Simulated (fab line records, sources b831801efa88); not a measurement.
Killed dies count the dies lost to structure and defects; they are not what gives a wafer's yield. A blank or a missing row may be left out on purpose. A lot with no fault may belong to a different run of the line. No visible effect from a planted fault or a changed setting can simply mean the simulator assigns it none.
What tool caused it? :: flow sky130 :: 42 wafers from 14 lots sampled at 3 of the route's 708 steps

## WHAT THE GAUGES SHOWED, per wafer
SKY_VIA1_CD_MEAS_12 targets a cd of 150 nm. Usual: cd_nm at 150.0 nm, with a standard deviation of 1.4.
lot: L706
measured: day 34 02:40
on: cd_sem-01
cd_nm (nm): 149.9 151.6 150.0
flag: 

lot: L710
measured: day 35 09:24
on: cd_sem-02
cd_nm (nm): 149.2 149.7 149.9
flag: 

lot: L712
measured: day 36 08:10
on: cd_sem-02
cd_nm (nm): 149.3 146.9 148.0
flag: 

lot: L714
measured: day 36 18:07
on: cd_sem-01
cd_nm (nm): 150.1 151.2 149.2
flag: 

lot: L720
measured: day 38 08:48
on: cd_sem-02
cd_nm (nm): 149.9 150.0 149.9
flag: 

lot: L722
measured: day 38 20:58
on: cd_sem-01
cd_nm (nm): 148.0 149.5 149.0
flag: 

lot: L723
measured: day 39 06:58
on: cd_sem-02
cd_nm (nm): 148.8 150.6 149.1
flag: 

lot: L724
measured: day 39 15:59
on: cd_sem-01
cd_nm (nm): 149.2 149.0 148.3
flag: 

lot: L725
measured: day 40 00:14
on: cd_sem-01
cd_nm (nm): 148.1 149.0 147.4
flag: 

lot: L726
measured: day 40 00:46
on: cd_sem-01
cd_nm (nm): 150.5 152.5 151.9
flag: 

lot: L727
measured: day 40 10:10
on: cd_sem-01
cd_nm (nm): 152.3 151.7 152.3
flag: 

lot: L729
measured: day 40 21:55
on: cd_sem-02
cd_nm (nm): 150.5 150.4 152.0
flag: 

## WHAT TOOL EACH LOT RAN ON (gives the tool, then ch and the chambers of the sampled wafers, and finally the start)
lot: L706
SKY_LI_CONTACT_SPUTTER_19: pvd_sputter-04, day 29 09:43
SKY_METAL1_SPUTTER_03: pvd_sputter-01, day 31 20:26

lot: L710
SKY_LI_CONTACT_SPUTTER_19: pvd_sputter-02, day 30 16:58
SKY_METAL1_SPUTTER_03: pvd_sputter-01, day 33 03:13

lot: L712
SKY_LI_CONTACT_SPUTTER_19: pvd_sputter-03, day 31 16:05
SKY_METAL1_SPUTTER_03: pvd_sputter-01, day 34 01:06

lot: L714
SKY_LI_CONTACT_SPUTTER_19: pvd_sputter-03, day 32 02:35
SKY_METAL1_SPUTTER_03: pvd_sputter-01, day 34 11:44

lot: L715
SKY_LI_CONTACT_SPUTTER_19: pvd_sputter-04, day 32 03:53
SKY_METAL1_SPUTTER_03: pvd_sputter-01, day 34 12:40

lot: L716
SKY_LI_CONTACT_SPUTTER_19: pvd_sputter-03, day 32 16:20
SKY_METAL1_SPUTTER_03: pvd_sputter-01, day 35 01:37

lot: L720
SKY_LI_CONTACT_SPUTTER_19: pvd_sputter-03, day 33 19:41
SKY_METAL1_SPUTTER_03: pvd_sputter-03, day 36 03:48

lot: L722
SKY_LI_CONTACT_SPUTTER_19: pvd_sputter-04, day 34 07:46
SKY_METAL1_SPUTTER_03: pvd_sputter-03, day 36 16:07

lot: L723
SKY_LI_CONTACT_SPUTTER_19: pvd_sputter-02, day 34 19:07
SKY_METAL1_SPUTTER_03: pvd_sputter-04, day 37 03:39

lot: L724
SKY_LI_CONTACT_SPUTTER_19: pvd_sputter-03, day 35 03:53
SKY_METAL1_SPUTTER_03: pvd_sputter-04, day 37 12:22

lot: L725
SKY_LI_CONTACT_SPUTTER_19: pvd_sputter-03, day 35 11:20
SKY_METAL1_SPUTTER_03: pvd_sputter-01, day 37 19:55

lot: L726
SKY_LI_CONTACT_SPUTTER_19: pvd_sputter-04, day 35 12:35
SKY_METAL1_SPUTTER_03: pvd_sputter-03, day 37 20:58

lot: L727
SKY_LI_CONTACT_SPUTTER_19: pvd_sputter-03, day 35 22:37
SKY_METAL1_SPUTTER_03: pvd_sputter-01, day 38 05:55

lot: L729
SKY_LI_CONTACT_SPUTTER_19: pvd_sputter-02, day 36 13:17
SKY_METAL1_SPUTTER_03: pvd_sputter-04, day 38 19:46
- SKY_LI_CONTACT_SPUTTER_19: material Ti, target thk 20 nm, time 106.37 s.
- SKY_METAL1_SPUTTER_03: material Ti, target thk 5 nm, time 3.3 s.

## WHAT THE TOOLS THEMSELVES READ (means of the sampled wafers that have a number; where no wafer has one, the mark that the record gives instead)
SKY_LI_CONTACT_SPUTTER_19. Usual: cathode_dc_power_W 2500.0 W, standard deviation 0.52; chamber_pressure_pa 5.001 Pa, standard deviation 0.0098; throttle_valve_pct 30.3 %, standard deviation 1.
lot: L706
tool: pvd_sputter-04
cathode_dc_power_W (W): 2500.7
chamber_pressure_pa (Pa): 5.003
throttle_valve_pct (%): 28.7
flag: 

lot: L710
tool: pvd_sputter-02
cathode_dc_power_W (W): 2500.0
chamber_pressure_pa (Pa): 5.011
throttle_valve_pct (%): 31.6
flag: 

lot: L712
tool: pvd_sputter-03
cathode_dc_power_W (W): 2500.2
chamber_pressure_pa (Pa): 4.996
throttle_valve_pct (%): 30.0
flag: 

lot: L714
tool: pvd_sputter-03
cathode_dc_power_W (W): 2500.2
chamber_pressure_pa (Pa): 5.006
throttle_valve_pct (%): 30.2
flag: 

lot: L715
tool: pvd_sputter-04
cathode_dc_power_W (W): 2500.0
chamber_pressure_pa (Pa): 4.999
throttle_valve_pct (%): 30.9
flag: 

lot: L716
tool: pvd_sputter-03
cathode_dc_power_W (W): 2500.1
chamber_pressure_pa (Pa): 4.993
throttle_valve_pct (%): 30.0
flag: 

lot: L720
tool: pvd_sputter-03
cathode_dc_power_W (W): 2500.2
chamber_pressure_pa (Pa): 5.006
throttle_valve_pct (%): 30.6
flag: 

lot: L722
tool: pvd_sputter-04
cathode_dc_power_W (W): 2499.6
chamber_pressure_pa (Pa): 5.006
throttle_valve_pct (%): 30.0
flag: 

lot: L723
tool: pvd_sputter-02
cathode_dc_power_W (W): 2499.7
chamber_pressure_pa (Pa): 4.997
throttle_valve_pct (%): 29.8
flag: 

lot: L724
tool: pvd_sputter-03
cathode_dc_power_W (W): 2500.3
chamber_pressure_pa (Pa): 5.001
throttle_valve_pct (%): 30.1
flag: 

lot: L725
tool: pvd_sputter-03
cathode_dc_power_W (W): 2499.6
chamber_pressure_pa (Pa): 5.011
throttle_valve_pct (%): 30.1
flag: 

lot: L726
tool: pvd_sputter-04
cathode_dc_power_W (W): 2500.1
chamber_pressure_pa (Pa): 5.002
throttle_valve_pct (%): 30.3
flag: 

lot: L727
tool: pvd_sputter-03
cathode_dc_power_W (W): 2500.2
chamber_pressure_pa (Pa): 5.012
throttle_valve_pct (%): 29.8
flag: 

lot: L729
tool: pvd_sputter-02
cathode_dc_power_W (W): 2499.8
chamber_pressure_pa (Pa): 5.005
throttle_valve_pct (%): 30.5
flag: 

SKY_METAL1_SPUTTER_03. Usual: cathode_dc_power_W 3000.0 W, standard deviation 0.61; chamber_pressure_pa 0.4000 Pa, standard deviation 0.00085; throttle_valve_pct 30.4 %, standard deviation 1.1.
lot: L706
tool: pvd_sputter-01
cathode_dc_power_W (W): 2999.4
chamber_pressure_pa (Pa): 0.3996
throttle_valve_pct (%): 29.7
flag: 

lot: L710
tool: pvd_sputter-01
cathode_dc_power_W (W): 2999.8
chamber_pressure_pa (Pa): 0.4004
throttle_valve_pct (%): 31.3
flag: 

lot: L712
tool: pvd_sputter-01
cathode_dc_power_W (W): 3000.3
chamber_pressure_pa (Pa): 0.4002
throttle_valve_pct (%): 30.8
flag: 

lot: L714
tool: pvd_sputter-01
cathode_dc_power_W (W): 3000.4
chamber_pressure_pa (Pa): 0.3998
throttle_valve_pct (%): 30.3
flag: 

lot: L715
tool: pvd_sputter-01
cathode_dc_power_W (W): -
chamber_pressure_pa (Pa): -
throttle_valve_pct (%): -
flag: OFF

lot: L716
tool: pvd_sputter-01
cathode_dc_power_W (W): -
chamber_pressure_pa (Pa): -
throttle_valve_pct (%): -
flag: OFF

lot: L720
tool: pvd_sputter-03
cathode_dc_power_W (W): 2999.8
chamber_pressure_pa (Pa): 0.3999
throttle_valve_pct (%): 30.3
flag: 

lot: L722
tool: pvd_sputter-03
cathode_dc_power_W (W): 3000.6
chamber_pressure_pa (Pa): 0.3993
throttle_valve_pct (%): 30.4
flag: 

lot: L723
tool: pvd_sputter-04
cathode_dc_power_W (W): 3000.0
chamber_pressure_pa (Pa): 0.4000
throttle_valve_pct (%): 30.3
flag: 

lot: L724
tool: pvd_sputter-04
cathode_dc_power_W (W): 2999.6
chamber_pressure_pa (Pa): 0.3999
throttle_valve_pct (%): 30.2
flag: 

lot: L725
tool: pvd_sputter-01
cathode_dc_power_W (W): 3000.6
chamber_pressure_pa (Pa): 0.3994
throttle_valve_pct (%): 30.2
flag: 

lot: L726
tool: pvd_sputter-03
cathode_dc_power_W (W): 3000.0
chamber_pressure_pa (Pa): 0.4007
throttle_valve_pct (%): 30.1
flag: 

lot: L727
tool: pvd_sputter-01
cathode_dc_power_W (W): 2999.8
chamber_pressure_pa (Pa): 0.4003
throttle_valve_pct (%): 31.1
flag: 

lot: L729
tool: pvd_sputter-04
cathode_dc_power_W (W): 3000.2
chamber_pressure_pa (Pa): 0.4003
throttle_valve_pct (%): 30.7
flag: 

## THE ANSWER, worked out from the rows above alone
Rule: a lot is off if the mean of its wafers that have a number lies more than 3 standard deviations from the usual mean. A lot without any number at a reading at which 4 lots or more have one is off too. The other lots that the step has rows for count as sound. Order of review: gauges by route order, followed by the tools' own readings, for which a lot's mean as printed above is used. At the first step where some lot is off, the reading lying furthest off is the one used; lots without a number count as furthest.
Off: L715, L716 (SKY_METAL1_SPUTTER_03, cathode_dc_power_W). Without a number there: L715, L716.
If a tool, at that step or one of the process steps before it, ran each lot that is off and ran no sound lot following the first of them, it fits. Of those tried, none fits.

## WHAT THE SIMULATOR HAD PUT IN
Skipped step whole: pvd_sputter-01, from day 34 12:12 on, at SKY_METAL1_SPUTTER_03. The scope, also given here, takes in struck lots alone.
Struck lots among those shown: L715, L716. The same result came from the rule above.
